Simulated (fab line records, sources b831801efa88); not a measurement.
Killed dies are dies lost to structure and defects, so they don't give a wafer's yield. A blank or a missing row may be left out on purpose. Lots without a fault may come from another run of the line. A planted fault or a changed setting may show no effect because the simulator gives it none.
A struck lot beside a sound one | flow sky130 | 16 steps out of a route of 708
Sound: wafers L418.4, L418.5, L418.6. Struck: wafer L420.6. (L420.1, L420.5 of the same lot were not struck and are left out.) The cause comes at the end.
At each step with rows: each side's tool, then ch and its chambers, then its first start. Under that, the readings that differ: sound wafers | struck wafers | difference of the means | sigmas: that difference in standard deviations of wafers without a fault.
alike: readings whose means differ by less than 2 such deviations, and words and numbers that are the same on both sides. not compared: withheld readings, readings that some wafer has no value for, bounds like >300 that may hide the same value, and numbers for which the record gives no deviation and whose values overlap.
The two part at a step that has a row with sigmas, a row that says differs or no value, or rows on one side only. Numbers that don't overlap but have no deviation are shown without sigmas and don't part them. A reading that every wafer of one side lacks parts them only if that side has two wafers or more.

SKY_SD_N_OVL_MEAS_08:
  sound on overlay-02, day 30 13:24; struck on overlay-01, day 31 19:29
  alike: SD_N_OVL
then, 2 steps without rows for these wafers: SKY_SD_N_IMPLANT_09; SKY_SD_N_IMPLANT_10.
SKY_SD_N_STRIP_11: strips in O2/N2.
  sound on plasma_asher-02 ch 0,1, day 30 13:45; struck on plasma_asher-02 ch 0, day 31 19:49
  alike: drypump_motor_current_A, n2_flow_sccm, oes_product_au, strip_time_to_endpoint_s
  not compared: rf_hours_counter_h
SKY_SD_N_TW_MEAS_12:
  sound on film_metro-04, day 30 13:51; struck on film_metro-01, day 31 19:55
  reading | sound          | struck | difference | sigmas
  SD_N_TW | 4041 4059 4046 | 3986   | -63        | -3
then, 1 step without rows for these wafers: SKY_SD_N_CLEAN_13 (cleans in SC1/SC2, time 150 s).
SKY_SD_N_RTA_14: time 2 s.
  sound on rtp_anneal-01 ch 0, day 30 14:01; struck on rtp_anneal-01 ch 0, day 31 20:02
  alike: chamber_o2_ppm, lamp_power_pct, wafer_temp_C_max
SKY_SD_N_RS_MEAS_16: measures by four-point-probe.
  sound on film_metro-02, day 30 14:13; struck on film_metro-01, day 31 20:12
  alike: SD_N_RS
SKY_SD_N_RS_MEAS_17: measures by four-point-probe.
  sound on film_metro-02, day 30 14:20; struck on film_metro-01, day 31 20:19
  alike: SD_P_RS
SKY_SD_N_RS_MEAS_18: measures by four-point-probe.
  sound on film_metro-02, day 30 14:28; struck on film_metro-01, day 31 20:26
  alike: RES_XHIGH_RS
then, 1 step without rows for these wafers: SKY_SALICIDE_CLEAN_00 (cleans in HF-last, time 30 s).
SKY_LI_CONTACT_HDPCVD_00: deposits PSG, target thk 930 nm, time 155 s.
  sound on hdpcvd-02 ch 0,1, day 30 14:37; struck on hdpcvd-02 ch 1, day 31 20:35
  reading                                       | sound           | struck | difference | sigmas
  model.PSG_of_LI_CONTACT_HDPCVD_00.thk_nm (nm) | 924.3 930 920.5 | 1266   | +341       |
  alike: susceptor_temp_C
SKY_LI_CONTACT_THK_MEAS_01:
  sound on film_metro-01, day 30 14:44; struck on film_metro-02, day 31 20:41
  reading                    | sound       | struck | difference | sigmas
  LI_CONTACT_HDPCVD_THK (nm) | 925 930 921 | 1266   | +341       | +38
SKY_LI_CONTACT_CMP_02: polishes PSG.
  sound on cmp-01 ch 0,3, day 30 14:49; struck on cmp-01 ch 2, day 31 20:50
  reading                | sound          | struck | difference | sigmas
  time_to_endpoint_s (s) | 28.5 29.4 31.2 | 63.3   | +33.6      | +13
  alike: motor_current_A
SKY_LI_CONTACT_BOW_MEAS_03:
  sound on film_metro-01, day 30 15:08; struck on film_metro-01, day 31 21:02
  alike: LI_CONTACT_BOW
then, 1 step without rows for these wafers: SKY_PAD_OPEN_PROBE_99.

WHERE THEY PART
First at SKY_SD_N_TW_MEAS_12; last, within this record, at SKY_LI_CONTACT_CMP_02. Later steps at which nothing parts them and some readings are alike: SKY_LI_CONTACT_BOW_MEAS_03.

WHY: what the simulator had put in
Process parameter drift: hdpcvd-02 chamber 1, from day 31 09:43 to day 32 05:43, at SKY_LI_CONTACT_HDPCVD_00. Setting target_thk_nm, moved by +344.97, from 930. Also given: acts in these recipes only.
